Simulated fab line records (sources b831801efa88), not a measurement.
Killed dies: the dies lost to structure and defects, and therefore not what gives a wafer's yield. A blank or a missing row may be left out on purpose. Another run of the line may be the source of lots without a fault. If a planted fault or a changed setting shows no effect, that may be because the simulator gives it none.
fab line records	flow sky130
record lots=13	wafers=39	lastDay=50
route steps=708 shown NWELL@73 PAD_OPEN@708
lots that met no fault: from a run of the same line without faults
startH: start of the lot's first displayed wafer, in hours after the record's first day	waitH: hours from the lot's prior step to this one	" the same as in the row above	L1.1+2: a single row standing in for several wafers	- no value, or no start was given	* or withheld: withheld	< > ~ a bound
route shown NAME@n: names a module that has steps shown in the file, with the first one's number in the route	usual: mean/standard deviation of fault-free wafers	same: alike in all rows	chamber/n: place in a boat	sites: readings site by site	_std_site: their standard deviation	_edge_site: outer sites' mean less inner sites'	radiusMm: for every site, how far away it sits from the centre of the wafer	mask NAME#n: copy n	behind: the most recent tool/chamber to have shaped the wafer	hold: why the lot went on hold/how many hours it stayed there/how the hold came to an end	device: which transistor (n, p or np) failed to switch	end of line: at the end of the route, the tests of the same wafers	for a step that has no rows: nothing shown but its recipe	killed: not the wafer's yield, but the dies lost to structure and defects at the first sort	map: shows each die of a wafer: x if killed, . if not, _ if none is there
set.NAME: the setting the step ran with; set.NAME@STEP: the setting that earlier step ran with	model.NAME: the simulator's own value behind a step, which no gauge read
the route's steps for a sample of lots (tables are steps, rows are wafers)
services: when a tool's chamber went out of use (startH, in hours from the record's first day, below 0 if earlier), for how many hours, and the reason
## steps
# step SKY_NWELL_EXPOSE_20
# recipe maskId=NWM_COMPLEMENT	na=0.6	sourceShape=conventional	sigmaOuter=0.6	polarization=unpolarized	targetCdNm=840	doseMj=260
lot.wafer	tool	chamber	startH	waitH	mask
L959.4+5+6	ilineStepper-01	0	91.49	-	NWM_COMPLEMENT#0
L960.3+4+5	ilineStepper-02	0	97.64	-	NWM_COMPLEMENT#0
L962.3+4+6	ilineStepper-02	0	109.36	-	NWM_COMPLEMENT#0
L963.2+4+6	ilineStepper-01	0	118.32	-	NWM_COMPLEMENT#0
L964.1+5+6	ilineStepper-02	0	122.18	-	NWM_COMPLEMENT#0
L965.1+4+6	ilineStepper-02	0	129.38	-	NWM_COMPLEMENT#0
L967.3+4+6	ilineStepper-01	0	142.31	-	NWM_COMPLEMENT#0
L968.2+4+6	ilineStepper-02	0	167.62	-	NWM_COMPLEMENT#0
L969.3+4+5	ilineStepper-01	0	168.29	-	NWM_COMPLEMENT#0
L970.1+4+5	ilineStepper-01	0	169.43	-	NWM_COMPLEMENT#0
L971.1+4+5	ilineStepper-01	0	170.55	-	PWDEM#0
L981.2+4+6	ilineStepper-01	0	227.50	-	NWM_COMPLEMENT#0
L982.1+4+6	ilineStepper-02	0	229.76	-	NWM_COMPLEMENT#0
# step SKY_NWELL_OVL_MEAS_23
# usual NWELL_01_OVL=-1.1/1.7
lot.wafer	tool	chamber	startH	waitH	NWELL_01_OVL[nm]
L959.4	overlay-01	-	100.42	-	1.1
L959.5	"	-	"	"	0.2
L959.6	"	-	"	"	0.3
L960.3	overlay-02	-	106.31	-	-1.3
L960.4	"	-	"	"	-2.5
L960.5	"	-	"	"	-2.2
L962.3	overlay-02	-	118.80	-	-1.3
L962.4	"	-	"	"	-1.3
L962.6	"	-	"	"	-0.8
L963.2	overlay-02	-	126.78	-	-3.6
L963.4	"	-	"	"	-4.2
L963.6	"	-	"	"	-1.8
L964.1	overlay-02	-	130.73	-	0.8
L964.5	"	-	"	"	0.5
L964.6	"	-	"	"	-1.3
L965.1	overlay-02	-	138.33	-	0.2
L965.4	"	-	"	"	-2.7
L965.6	"	-	"	"	-1.7
L967.3	overlay-02	-	150.99	-	-4.8
L967.4	"	-	"	"	-3.2
L967.6	"	-	"	"	-3.6
L968.2	overlay-01	-	177.51	-	2.0
L968.4	"	-	"	"	3.1
L968.6	"	-	"	"	2.3
L969.3	overlay-02	-	177.86	-	-4.0
L969.4	"	-	"	"	-4.9
L969.5	"	-	"	"	-4.4
L970.1	overlay-02	-	179.28	-	-1.8
L970.4	"	-	"	"	-1.8
L970.5	"	-	"	"	-3.2
L971.1	overlay-01	-	180.20	-	-
L971.4	"	-	"	"	-
L971.5	"	-	"	"	-
L981.2	overlay-01	-	238.61	-	-1.0
L981.4	"	-	"	"	-0.9
L981.6	"	-	"	"	-2.8
L982.1	overlay-01	-	240.83	-	0.4
L982.4	"	-	"	"	-0.7
L982.6	"	-	"	"	-0.1
# step SKY_NWELL_TW_MEAS_26
# usual NWELL_2_TW=494/3.8
lot.wafer	tool	chamber	startH	waitH	NWELL_2_TW
L959.4	filmMetro-03	-	100.72	0.1	494
L959.5	"	-	"	"	494
L959.6	"	-	"	"	492
L960.3	filmMetro-03	-	106.61	0.1	492
L960.4	"	-	"	"	495
L960.5	"	-	"	"	493
L962.3	filmMetro-02	-	119.09	0.1	490
L962.4	"	-	"	"	491
L962.6	"	-	"	"	490
L963.2	filmMetro-02	-	127.07	0.1	489
L963.4	"	-	"	"	490
L963.6	"	-	"	"	487
L964.1	filmMetro-04	-	131.02	0.1	496
L964.5	"	-	"	"	497
L964.6	"	-	"	"	498
L965.1	filmMetro-03	-	138.61	0.1	493
L965.4	"	-	"	"	496
L965.6	"	-	"	"	493
L967.3	filmMetro-02	-	151.28	0.1	489
L967.4	"	-	"	"	488
L967.6	"	-	"	"	491
L968.2	filmMetro-02	-	177.83	0.1	493
L968.4	"	-	"	"	487
L968.6	"	-	"	"	491
L969.3	filmMetro-04	-	178.16	0.1	501
L969.4	"	-	"	"	498
L969.5	"	-	"	"	497
L970.1	filmMetro-04	-	179.56	0.1	499
L970.4	"	-	"	"	496
L970.5	"	-	"	"	497
L971.1	filmMetro-02	-	180.49	0.1	30
L971.4	"	-	"	"	29
L971.5	"	-	"	"	30
L981.2	filmMetro-04	-	238.90	0.1	498
L981.4	"	-	"	"	498
L981.6	"	-	"	"	498
L982.1	filmMetro-04	-	241.12	0.1	502
L982.4	"	-	"	"	500
L982.6	"	-	"	"	500
# step SKY_PAD_OPEN_PROBE_99
# usual killed_at_M0_to_M3=44/7.2	killed_at_M4_up=3.1/1.8	killedAtContacts=24/4.5	killedAtFrontEnd=16/4.4	killedAtOther=0.2/0.42	killedDies=87/8.9	killedOnRim=17/4.1	killedOpen=48/6.4	killedShort=39/6.2
# same grossDies=492	killedAtBackSide=0
lot.wafer	tool	chamber	startH	waitH	killed_at_M0_to_M3	killed_at_M4_up	killedAtContacts	killedAtFrontEnd	killedAtOther	killedDies	killedOnRim	killedOpen	killedShort
L964.1	prober-02	-	1088.31	0.1	41	6	21	10	0	78	17	51	27
L964.5	prober-02	-	1088.51	0.2	47	7	16	9	0	79	16	45	34
L964.6	prober-02	-	1088.56	0.2	43	3	20	13	0	79	14	42	37
L965.1	prober-01	-	1097.38	0.1	43	4	20	29	2	98	22	40	58
L965.4	prober-01	-	1097.53	0.2	38	2	23	22	0	85	17	51	34
L965.6	prober-01	-	1097.63	0.2	42	0	28	23	0	93	18	46	47
L967.3	prober-01	-	1115.13	0.2	41	5	22	10	0	78	17	42	36
L967.4	prober-01	-	1115.18	0.2	34	6	24	13	0	77	12	42	35
L967.6	prober-01	-	1115.28	0.2	44	4	24	13	0	85	22	45	40
L968.2	prober-02	-	1137.79	0.1	47	3	21	22	0	93	22	51	42
L968.4	prober-02	-	1137.89	0.2	51	2	27	8	0	88	14	40	48
L968.6	prober-02	-	1137.99	0.2	36	3	32	6	0	77	14	39	38
L970.1	prober-02	-	1139.31	0.1	46	4	22	11	0	83	17	48	35
L970.4	prober-02	-	1139.46	0.2	42	1	21	21	1	86	15	51	35
L970.5	prober-02	-	1139.51	0.2	52	4	21	18	0	95	18	49	46
L971.1	prober-01	-	1139.77	0.1	39	2	27	424	0	492	96	43	41
L971.4	prober-01	-	1139.92	0.2	25	4	23	440	0	492	96	34	33
L971.5	prober-01	-	1139.97	0.2	42	6	24	420	0	492	96	42	49
# killed by level:class
L964.1 VIA2:geometricParticle:open=9 CONTACT:geometricParticle:open=8 VIA1:geometricParticle:open=6 VIA3:geometricParticle:open=6 LI_CONTACT:geometricParticle:open=5 CONTACT:geometricParticle:short=5 METAL1:geometricParticle:open=5 POLY_GATE:geometricParticle:open=4
L964.5 VIA1:geometricParticle:open=10 CONTACT:geometricParticle:open=9 VIA3:geometricParticle:open=7 VIA2:geometricParticle:open=6 METAL1:geometricParticle:short=5 POLY_GATE:geometricParticle:short=4 METAL4:geometricParticle:short=4 VIA1:geometricParticle:short=4
L964.6 VIA1:geometricParticle:open=12 LI_CONTACT:geometricParticle:open=7 VIA1:geometricParticle:short=7 CONTACT:geometricParticle:open=6 VIA3:geometricParticle:open=5 METAL1:geometricParticle:short=5 METAL2:geometricParticle:short=5 VIA2:geometricParticle:open=4
L965.1 POLY_GATE:geometricParticle:short=8 VIA1:geometricParticle:open=8 METAL2:geometricParticle:short=8 POLY_GATE:geometricParticle:open=7 LI_CONTACT:geometricParticle:open=6 LOCAL_INTERCONNECT:geometricParticle:short=6 VIA1:geometricParticle:short=6 VIA2:geometricParticle:short=6
L965.4 VIA1:geometricParticle:open=12 FIELD_ISO:geometricParticle:short=10 FIELD_ISO:geometricParticle:open=8 CONTACT:geometricParticle:open=8 LI_CONTACT:geometricParticle:open=7 VIA3:geometricParticle:open=7 LOCAL_INTERCONNECT:geometricParticle:short=4 VIA2:geometricParticle:open=4
L965.6 VIA1:geometricParticle:open=9 VIA2:geometricParticle:open=8 CONTACT:geometricParticle:open=8 LOCAL_INTERCONNECT:geometricParticle:short=7 FIELD_ISO:geometricParticle:short=6 POLY_GATE:geometricParticle:open=6 LI_CONTACT:geometricParticle:open=6 METAL2:geometricParticle:short=6
L967.3 CONTACT:geometricParticle:open=10 VIA3:geometricParticle:open=9 METAL1:geometricParticle:short=6 LOCAL_INTERCONNECT:geometricParticle:short=5 VIA1:geometricParticle:short=5 METAL2:geometricParticle:short=5 METAL3:geometricParticle:short=5 LI_CONTACT:geometricParticle:open=4
L967.4 CONTACT:geometricParticle:open=11 VIA3:geometricParticle:open=7 FIELD_ISO:geometricParticle:open=6 VIA1:geometricParticle:open=6 METAL1:geometricParticle:short=5 METAL2:geometricParticle:short=4 LI_CONTACT:geometricParticle:short=4 LOCAL_INTERCONNECT:geometricParticle:short=4
L967.6 VIA1:geometricParticle:open=11 VIA2:geometricParticle:open=8 LI_CONTACT:geometricParticle:open=6 CONTACT:geometricParticle:short=6 CONTACT:geometricParticle:open=6 METAL1:geometricParticle:short=6 POLY_GATE:geometricParticle:open=5 FIELD_ISO:geometricParticle:short=4
L968.2 VIA1:geometricParticle:open=18 CONTACT:geometricParticle:open=9 POLY_GATE:geometricParticle:open=7 POLY_GATE:geometricParticle:short=5 LOCAL_INTERCONNECT:geometricParticle:short=5 METAL1:geometricParticle:short=5 VIA3:geometricParticle:open=5 FIELD_ISO:geometricParticle:open=4
L968.4 METAL2:geometricParticle:short=10 CONTACT:geometricParticle:open=9 VIA2:geometricParticle:open=8 METAL1:geometricParticle:short=8 LI_CONTACT:geometricParticle:open=6 CONTACT:geometricParticle:short=6 VIA3:geometricParticle:open=6 VIA1:geometricParticle:open=5
L968.6 CONTACT:geometricParticle:open=11 LI_CONTACT:geometricParticle:open=7 VIA1:geometricParticle:open=7 CONTACT:geometricParticle:short=6 METAL1:geometricParticle:short=6 LOCAL_INTERCONNECT:geometricParticle:short=4 VIA1:geometricParticle:short=4 POLY_GATE:geometricParticle:open=3
L970.1 VIA1:geometricParticle:open=13 CONTACT:geometricParticle:open=10 CONTACT:geometricParticle:short=6 METAL2:geometricParticle:short=6 VIA3:geometricParticle:open=5 LI_CONTACT:geometricParticle:short=4 VIA1:geometricParticle:short=4 METAL1:geometricParticle:short=4
L970.4 VIA1:geometricParticle:open=12 FIELD_ISO:geometricParticle:open=8 CONTACT:geometricParticle:open=7 VIA3:geometricParticle:open=6 METAL1:geometricParticle:short=5 FIELD_ISO:geometricParticle:short=4 LI_CONTACT:geometricParticle:open=4 CONTACT:geometricParticle:short=4
L970.5 VIA1:geometricParticle:open=11 METAL2:geometricParticle:short=8 VIA3:geometricParticle:open=8 CONTACT:geometricParticle:open=7 LI_CONTACT:geometricParticle:open=5 VIA1:geometricParticle:short=5 VIA2:geometricParticle:open=5 FIELD_ISO:geometricParticle:short=4
L971.1 NWELL:areaExpose=408 VIA1:geometricParticle:open=12 POLY_GATE:geometricParticle:open=7 LI_CONTACT:geometricParticle:short=6 CONTACT:geometricParticle:open=6 METAL2:geometricParticle:short=6 LI_CONTACT:geometricParticle:open=5 CONTACT:geometricParticle:short=5
L971.4 NWELL:areaExpose=425 LI_CONTACT:geometricParticle:open=7 VIA1:geometricParticle:open=7 FIELD_ISO:geometricParticle:short=6 CONTACT:geometricParticle:open=5 LI_CONTACT:geometricParticle:short=5 METAL2:geometricParticle:short=4 METAL4:geometricParticle:short=3
L971.5 NWELL:areaExpose=401 CONTACT:geometricParticle:open=11 POLY_GATE:geometricParticle:short=7 METAL2:geometricParticle:short=7 VIA1:geometricParticle:open=7 METAL4:geometricParticle:short=6 VIA3:geometricParticle:open=6 VIA1:geometricParticle:short=5
## services
tool	chamber	startH	hours	kind
ilineStepper-01	-	125.23	1.7	pm
ilineStepper-02	-	181.21	1.7	pm
## key
firstSign step=SKY_NWELL_EXPOSE_20	reading=mask	direction=changed
effect step=SKY_NWELL_OVL_MEAS_23	reading=NWELL_01_OVL	direction=missing
effect step=SKY_NWELL_TW_MEAS_26	reading=NWELL_2_TW	direction=down	sigmas=99+	usual=494	struck=30
effect step=SKY_PAD_OPEN_PROBE_99	reading=killedAtFrontEnd	direction=up	sigmas=94	usual=16	struck=428
moreKillsBornAt SKY_NWELL_EXPOSE_20@ilineStepper-01=1234
metAt SKY_NWELL_EXPOSE_20
struckLots L971
testerLeftOut L971
onsetBetween 169.43 170.55
fault kind=wrongMask	tool=any	chamber=-	onsetH=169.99	steps=SKY_NWELL_EXPOSE_20	auxCopy=PWDEM#0	scope=struckLotsOnly
# testerLeftOut: of these lots the tester's yield and bins aren't shown, on N5 and GAA mostly nor the transistor test; their killed dies are dies lost to structure and defects alone, not to doping, threshold or leakage, so they don't give the yield
